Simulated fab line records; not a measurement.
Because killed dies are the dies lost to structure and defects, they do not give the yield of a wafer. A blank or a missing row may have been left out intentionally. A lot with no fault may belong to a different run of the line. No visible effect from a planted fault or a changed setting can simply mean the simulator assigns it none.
fab line records	flow sky130
record: lots: 12	wafers: 36	lastDay: 50
route steps=708 shown GATE_OXIDE@201 POLY_GATE@231 LDD_N@253 PAD_OPEN@708
lots that met no fault: taken from a fault-free run of the same line
startH: start of the lot's first displayed wafer, in hours after the record's first day	waitH: time in hours since the lot's previous step	" unchanged from the row above	L1.1+2: a row that stands for several wafers	- no value, or no start given	* or withheld: withheld	< > ~ a bound
route shown NAME@n: a module of which the file shows steps, and the number in the route of the first	usual: the fault-free wafers' mean and standard deviation	same: alike in all rows	chamber/n: place in a boat	sites: per-site readings	_std_site: standard deviation of those values	_edge_site: mean of outer sites minus mean of inner sites	radiusMm: for every site, how far away it sits from the centre of the wafer	mask NAME#n: copy n	behind: the tool/chamber that last shaped the wafer	hold: why the lot went on hold/how many hours it stayed there/how the hold came to an end	device: which transistor (n, p or np) failed to switch	end of line: at the end of the route, the tests of the same wafers	a step given without rows: its recipe and nothing more	killed: at the first sort, the dies lost to defects and structure; wafer yield is something else	map: per-die view of a wafer (x killed, . not killed, _ where there is no die)
set.NAME: the run value of the setting; set.NAME@STEP: its run value at that earlier step	model.NAME: the simulator's own value behind a step, which no gauge read
route steps across a sampled set of lots; one table per step, one row per wafer
services: when a tool's chamber went out of use (startH, in hours from the record's first day, below 0 if earlier), for how many hours, and the reason
== steps ==
step: SKY_GATE_OXIDE_TW_MEAS_14
usual: GATE_OXIDE_TW: 224.4/2.8
lot.wafer	tool	chamber	startH	waitH	GATE_OXIDE_TW
L935.2	filmMetro-04	-	320.47	0.1	223.7
L935.3	"	-	"	"	222.6
L935.5	"	-	"	"	223.5
L937.1	filmMetro-02	-	340.28	0.1	229.1
L937.4	"	-	"	"	226.9
L937.6	"	-	"	"	228.1
L938.2	filmMetro-04	-	349.52	0.1	225.4
L938.3	"	-	"	"	225.8
L938.6	"	-	"	"	225.2
L939.1	filmMetro-02	-	354.06	0.1	228.0
L939.4	"	-	"	"	228.2
L939.5	"	-	"	"	228.6
L943.3	filmMetro-04	-	389.25	0.1	223.1
L943.4	"	-	"	"	223.8
L943.5	"	-	"	"	225.3
L944.2	filmMetro-04	-	396.50	0.1	223.1
L944.3	"	-	"	"	225.9
L944.4	"	-	"	"	224.6
L947.3	filmMetro-01	-	426.65	0.1	220.4
L947.4	"	-	"	"	218.8
L947.6	"	-	"	"	219.4
L948.1	filmMetro-01	-	437.22	0.1	221.3
L948.4	"	-	"	"	220.5
L948.5	"	-	"	"	221.1
L950.1	filmMetro-02	-	453.58	0.1	227.5
L950.2	"	-	"	"	227.5
L950.6	"	-	"	"	226.7
L954.3	filmMetro-04	-	491.70	0.1	224.7
L954.4	"	-	"	"	224.5
L954.5	"	-	"	"	226.2
L955.1	filmMetro-01	-	500.48	0.1	221.5
L955.4	"	-	"	"	221.5
L955.6	"	-	"	"	221.9
L956.2	filmMetro-01	-	506.59	0.1	221.8
L956.5	"	-	"	"	221.0
L956.6	"	-	"	"	220.6
step: SKY_POLY_GATE_ETCH_17
recipe: targetDepthNm: 180	stopOn: SiO2	overEtchFrac: 0.56667	chemistry: HBr/Cl2	target: poly-Si	icpW: 400	biasW: 100	pressureMtorr: 10	HBr_flow_sccm: 150	Cl2_flow_sccm: 50	timeS: 70.5
usual: HBr_flow_sccm: 150.0/0.46	drypumpMotorCurrentA: 5.7/0.33	oesProductAu: 0.986/0.0067	throttleValvePct: 33.684/0.0092
lot.wafer	tool	chamber	startH	waitH	HBr_flow_sccm	drypumpMotorCurrentA	oesProductAu	rfHoursCounterH	throttleValvePct
L935.2	rieSi-01	1	383.08	0.0	149.8	5.9	0.991	3	33.695
L935.3	"	2	"	"	149.3	5.8	1.001	1	33.682
L935.5	"	1	"	"	150.2	5.9	0.976	-	33.689
L937.1	rieSi-02	2	404.76	0.0	150.0	5.4	0.988	1	33.677
L937.4	"	3	"	"	149.4	6.2	0.982	-	33.690
L937.6	"	0	"	"	150.5	6.0	0.993	-	33.683
L938.2	rieSi-02	3	411.52	0.0	149.2	6.1	0.982	7	33.709
L938.3	"	0	"	"	150.0	6.0	0.986	1	33.696
L938.6	"	3	"	"	149.6	6.1	0.988	-	33.682
L939.1	rieSi-02	0	417.37	0.0	150.3	6.0	0.994	1	33.685
L939.4	"	0	"	"	150.6	5.9	0.985	-	33.680
L939.5	"	2	"	"	150.1	5.3	0.988	-	33.689
L943.3	rieSi-02	1	460.26	0.0	150.3	5.3	0.985	0	33.687
L943.4	"	1	"	"	150.0	5.4	0.973	-	33.685
L943.5	"	3	"	"	149.5	6.1	0.977	-	33.671
L944.2	rieSi-02	3	468.81	0.0	149.5	6.2	0.987	8	33.696
L944.3	"	1	"	"	149.6	5.4	0.981	0	33.687
L944.4	"	0	"	"	149.6	6.0	0.985	1	33.677
L947.3	rieSi-02	1	493.92	0.0	150.4	5.4	0.979	0	33.677
L947.4	"	0	"	"	149.8	6.0	0.978	1	33.689
L947.6	"	0	"	"	150.1	6.0	0.983	-	33.677
L948.1	rieSi-01	1	503.92	0.0	150.2	5.8	0.979	4	33.674
L948.4	"	0	"	"	150.3	6.0	0.996	2	33.673
L948.5	"	2	"	"	150.2	5.8	0.988	-	33.675
L950.1	rieSi-01	3	520.42	0.0	149.7	5.2	0.987	1	33.684
L950.2	"	2	"	"	149.9	5.8	0.988	2	33.678
L950.6	"	1	"	"	149.6	5.8	0.976	-	33.668
L954.3	rieSi-01	3	558.36	0.0	149.3	5.2	0.986	1	33.677
L954.4	"	0	"	"	149.3	6.0	0.978	3	33.677
L954.5	"	1	"	"	150.0	5.8	0.977	-	33.701
L955.1	rieSi-02	1	567.16	0.0	150.2	5.4	1.002	1	33.687
L955.4	"	2	"	"	149.8	5.4	0.999	2	33.672
L955.6	"	2	"	"	149.3	5.4	1.010	-	33.699
L956.2	rieSi-01	0	573.42	0.0	149.8	6.0	0.987	3	33.703
L956.5	"	3	"	"	150.1	5.2	0.983	-	33.673
L956.6	"	0	"	"	149.6	6.0	0.988	-	33.674
step: SKY_LDD_N_STRIP_16
recipe: chemistry: O2/N2	powerW: 1400	pressureMtorr: 1500	platenTempC: withheld	o2FlowSccm: 3000	n2FlowSccm: 300	overashFraction: 0.5
usual: drypumpMotorCurrentA: 5.88/0.25	o2FlowSccm: 3001/9.5	oesProductAu: 0.406/0.0047	stripTimeToEndpointS: 4.316/0.016
lot.wafer	tool	chamber	startH	waitH	drypumpMotorCurrentA	o2FlowSccm	oesProductAu	rfHoursCounterH	stripTimeToEndpointS
L935.2	plasmaAsher-02	0	416.37	0.1	6.06	2999	0.405	75	4.299
L935.3	"	1	"	"	5.73	2999	0.416	-	4.326
L935.5	"	1	"	"	5.68	2995	0.411	-	4.299
L937.1	plasmaAsher-04	1	438.33	0.1	6.09	3002	0.410	60	4.310
L937.4	"	0	"	"	6.22	2990	0.406	-	4.321
L937.6	"	1	"	"	6.09	3012	0.398	-	4.320
L938.2	plasmaAsher-03	1	444.17	0.1	5.61	3009	0.400	34	4.329
L938.3	"	0	"	"	5.53	2996	0.402	-	4.337
L938.6	"	1	"	"	5.59	3007	0.401	-	4.326
L939.1	plasmaAsher-02	1	451.92	0.1	5.66	2994	0.405	80	4.327
L939.4	"	1	"	"	5.70	2977	0.395	-	4.313
L939.5	"	0	"	"	6.06	3000	0.397	-	4.310
L943.3	plasmaAsher-03	1	494.41	0.1	5.60	2988	0.410	-	4.310
L943.4	"	0	"	"	5.54	3013	0.412	-	4.287
L943.5	"	1	"	"	5.60	2980	0.406	-	4.306
L944.2	plasmaAsher-02	1	503.48	0.1	5.73	3002	0.406	85	4.297
L944.3	"	1	"	"	5.75	3004	0.402	-	4.315
L944.4	"	0	"	"	6.06	3008	0.406	-	4.325
L947.3	plasmaAsher-04	1	527.25	0.1	6.10	3007	0.415	-	4.303
L947.4	"	0	"	"	6.26	3007	0.407	-	4.315
L947.6	"	0	"	"	6.22	2994	0.410	-	4.345
L948.1	plasmaAsher-04	1	537.32	0.1	6.07	3000	0.408	70	4.314
L948.4	"	1	"	"	6.07	2997	0.401	-	4.304
L948.5	"	1	"	"	6.07	3002	0.403	-	4.290
L950.1	plasmaAsher-02	0	553.53	0.1	6.06	3002	0.639	90	-
L950.2	"	1	"	"	5.66	2984	0.650	90	-
L950.6	"	0	"	"	6.05	2983	0.661	-	-
L954.3	plasmaAsher-03	1	590.76	0.1	5.61	3010	0.403	-	4.315
L954.4	"	0	"	"	5.49	3009	0.407	-	4.333
L954.5	"	1	"	"	5.60	3004	0.407	-	4.309
L955.1	plasmaAsher-03	1	599.62	0.1	5.60	3010	0.409	50	4.300
L955.4	"	0	"	"	5.52	2995	0.408	-	4.289
L955.6	"	1	"	"	5.60	3001	0.398	-	4.287
L956.2	plasmaAsher-02	1	605.31	0.1	5.70	2993	0.404	96	4.331
L956.5	"	0	"	"	6.08	3010	0.406	-	4.335
L956.6	"	1	"	"	5.70	3006	0.410	-	4.329
step: SKY_LDD_N_TW_MEAS_17
usual: LDD_N_TW: 2592/30
lot.wafer	tool	chamber	startH	waitH	LDD_N_TW
L935.2	filmMetro-01	-	416.48	0.1	2539
L935.3	"	-	"	"	2519
L935.5	"	-	"	"	2547
L937.1	filmMetro-01	-	438.43	0.1	2554
L937.4	"	-	"	"	2553
L937.6	"	-	"	"	2530
L938.2	filmMetro-01	-	444.28	0.1	2550
L938.3	"	-	"	"	2532
L938.6	"	-	"	"	2546
L939.1	filmMetro-02	-	452.02	0.1	2627
L939.4	"	-	"	"	2615
L939.5	"	-	"	"	2630
L943.3	filmMetro-02	-	494.51	0.1	2601
L943.4	"	-	"	"	2629
L943.5	"	-	"	"	2620
L944.2	filmMetro-01	-	503.59	0.1	2549
L944.3	"	-	"	"	2564
L944.4	"	-	"	"	2551
L947.3	filmMetro-03	-	527.33	0.1	2605
L947.4	"	-	"	"	2593
L947.6	"	-	"	"	2594
L948.1	filmMetro-02	-	537.42	0.1	2626
L948.4	"	-	"	"	2626
L948.5	"	-	"	"	2623
L950.1	filmMetro-01	-	553.63	0.1	2547
L950.2	"	-	"	"	2556
L950.6	"	-	"	"	2558
L954.3	filmMetro-01	-	590.84	0.1	2561
L954.4	"	-	"	"	2565
L954.5	"	-	"	"	2556
L955.1	filmMetro-03	-	599.72	0.1	2599
L955.4	"	-	"	"	2605
L955.6	"	-	"	"	2608
L956.2	filmMetro-02	-	605.42	0.1	2604
L956.5	"	-	"	"	2628
L956.6	"	-	"	"	2603
step: SKY_PAD_OPEN_PROBE_99
usual: killed_at_M0_to_M3: 44/7.2	killed_at_M4_up: 3.5/1.8	killedAtContacts: 25/5.1	killedAtFrontEnd: 14/4.4	killedAtOther: 0.4/0.58	killedDies: 87/9.1	killedOpen: 48/6.9	killedShort: 38/6.3
same: grossDies: 492	killedAtBackSide: 0
lot.wafer	tool	chamber	startH	waitH	killed_at_M0_to_M3	killed_at_M4_up	killedAtContacts	killedAtFrontEnd	killedAtOther	killedDies	killedOpen	killedShort
L935.2	prober-02	-	1087.03	0.1	41	8	24	23	1	97	48	48
L935.3	prober-02	-	1087.08	0.2	52	3	25	14	0	94	51	43
L935.5	prober-02	-	1087.18	0.2	42	5	30	8	1	86	52	33
L947.3	prober-01	-	1157.64	0.2	37	4	26	13	0	80	44	36
L947.4	prober-01	-	1157.69	0.2	49	4	25	26	0	104	51	51
L947.6	prober-01	-	1157.79	0.2	62	3	23	12	0	100	59	41
L948.1	prober-02	-	1161.56	0.1	48	3	19	6	1	77	46	31
L948.4	prober-02	-	1161.71	0.2	43	3	25	14	0	85	45	40
L948.5	prober-02	-	1161.76	0.2	45	2	25	14	1	87	50	37
L950.1	prober-02	-	1172.35	0.1	48	4	36	11	1	100	54	44
L950.2	prober-02	-	1172.40	0.1	48	0	27	22	0	97	56	41
L950.6	prober-02	-	1172.60	0.2	42	5	37	13	0	97	64	32
killed by level:class
L935.2 CONTACT:geometricParticle:open=10 VIA1:geometricParticle:open=9 POLY_GATE:geometricParticle:short=8 VIA2:geometricParticle:short=8 METAL4:geometricParticle:short=8 LI_CONTACT:geometricParticle:open=7 VIA2:geometricParticle:open=7 FIELD_ISO:geometricParticle:short=4
L935.3 VIA1:geometricParticle:open=11 VIA2:geometricParticle:open=10 LI_CONTACT:geometricParticle:open=8 CONTACT:geometricParticle:short=8 METAL2:geometricParticle:short=7 CONTACT:geometricParticle:open=4 METAL1:geometricParticle:short=4 VIA1:geometricParticle:short=4
L935.5 CONTACT:geometricParticle:open=10 LI_CONTACT:geometricParticle:open=9 VIA1:geometricParticle:open=9 VIA2:geometricParticle:open=7 VIA1:geometricParticle:short=7 LOCAL_INTERCONNECT:geometricParticle:short=4 METAL2:geometricParticle:short=4 VIA3:geometricParticle:open=4
L947.3 LI_CONTACT:geometricParticle:open=9 METAL1:geometricParticle:short=7 VIA1:geometricParticle:open=7 CONTACT:geometricParticle:open=6 VIA3:geometricParticle:open=6 FIELD_ISO:geometricParticle:short=4 POLY_GATE:geometricParticle:short=4 LOCAL_INTERCONNECT:geometricParticle:short=4
L947.4 VIA1:geometricParticle:open=11 CONTACT:geometricParticle:open=10 FIELD_ISO:geometricParticle:short=9 FIELD_ISO:geometricParticle:open=6 CONTACT:geometricParticle:short=6 VIA2:geometricParticle:open=6 LOCAL_INTERCONNECT:geometricParticle:short=5 METAL1:geometricParticle:short=5
L947.6 VIA3:geometricParticle:open=14 CONTACT:geometricParticle:open=13 VIA2:geometricParticle:open=10 METAL1:geometricParticle:short=10 VIA1:geometricParticle:open=8 LI_CONTACT:geometricParticle:open=6 METAL2:geometricParticle:short=5 VIA2:geometricParticle:short=5
L948.1 VIA1:geometricParticle:open=14 LI_CONTACT:geometricParticle:open=8 VIA2:geometricParticle:open=8 METAL2:geometricParticle:short=7 METAL1:geometricParticle:short=6 VIA3:geometricParticle:open=6 FIELD_ISO:geometricParticle:open=4 LOCAL_INTERCONNECT:geometricParticle:short=4
L948.4 LI_CONTACT:geometricParticle:open=8 METAL2:geometricParticle:short=8 CONTACT:geometricParticle:open=7 FIELD_ISO:geometricParticle:open=6 VIA1:geometricParticle:open=6 VIA3:geometricParticle:open=5 VIA2:geometricParticle:short=5 VIA2:geometricParticle:open=5
L948.5 VIA1:geometricParticle:open=12 LI_CONTACT:geometricParticle:open=11 METAL2:geometricParticle:short=7 CONTACT:geometricParticle:open=7 VIA2:geometricParticle:open=6 METAL3:geometricParticle:short=6 METAL1:geometricParticle:short=4 VIA1:geometricParticle:short=4
L950.1 VIA1:geometricParticle:open=18 CONTACT:geometricParticle:open=11 LI_CONTACT:geometricParticle:open=9 METAL2:geometricParticle:short=7 CONTACT:geometricParticle:short=7 LI_CONTACT:geometricParticle:short=6 VIA1:geometricParticle:short=5 VIA3:geometricParticle:open=5
L950.2 CONTACT:geometricParticle:open=13 POLY_GATE:geometricParticle:open=8 LI_CONTACT:geometricParticle:open=8 VIA1:geometricParticle:open=8 POLY_GATE:geometricParticle:short=6 METAL1:geometricParticle:short=6 VIA1:geometricParticle:short=6 VIA3:geometricParticle:open=4
L950.6 LI_CONTACT:geometricParticle:open=16 CONTACT:geometricParticle:open=11 VIA2:geometricParticle:open=10 VIA1:geometricParticle:open=8 POLY_GATE:geometricParticle:open=6 LOCAL_INTERCONNECT:geometricParticle:short=5 VIA3:geometricParticle:open=5 POLY_GATE:geometricParticle:short=4
== services ==
tool	chamber	startH	hours	kind
rieSi-01	3	385.21	-	clean
rieSi-01	3	385.21	20.2	scheduledDown
rieSi-01	3	385.21	20.2	ventCycle
rieSi-02	1	389.73	-	clean
rieSi-02	1	389.73	31.8	scheduledDown
rieSi-02	1	389.73	31.8	ventCycle
plasmaAsher-04	-	407.02	2.8	pm
plasmaAsher-02	-	415.73	0.4	repair
rieSi-02	-	425.62	2.8	pm
rieSi-02	0	440.60	22.1	repair
plasmaAsher-04	-	446.33	1.2	repair
rieSi-02	3	453.63	6.6	repair
rieSi-01	1	481.73	14.2	repair
plasmaAsher-04	-	491.16	0.8	repair
plasmaAsher-04	-	524.79	1.2	repair
rieSi-02	2	531.09	3.2	repair
rieSi-01	2	567.45	1.1	repair
plasmaAsher-04	-	568.65	16.2	repair
rieSi-02	1	570.35	5.5	repair
plasmaAsher-03	-	582.19	0.8	repair
plasmaAsher-03	-	604.02	9.8	repair
== key ==
firstSign: step: SKY_LDD_N_STRIP_16	reading: oesProductAu	direction: up	sigmas: 52	usual: 0.406	struck: 0.650
effect none on later readings
metAt SKY_LDD_N_STRIP_16
struckLots L950
testerLeftOut L950
notActingAt SKY_GATE_OXIDE_TW_MEAS_14,SKY_POLY_GATE_ETCH_17,SKY_LDD_N_TW_MEAS_17
onsetBetween 503.48 553.53
fault: kind: stripAborted	tool: plasmaAsher-02	chamber: -	onsetH: 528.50	steps: SKY_LDD_N_STRIP_16	offset: 0.58525	endH: 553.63
testerLeftOut: of these lots the tester's yield and bins aren't shown, on N5 and GAA mostly nor the transistor test; their killed dies are dies lost to structure and defects alone, not to doping, threshold or leakage, so they don't give the yield
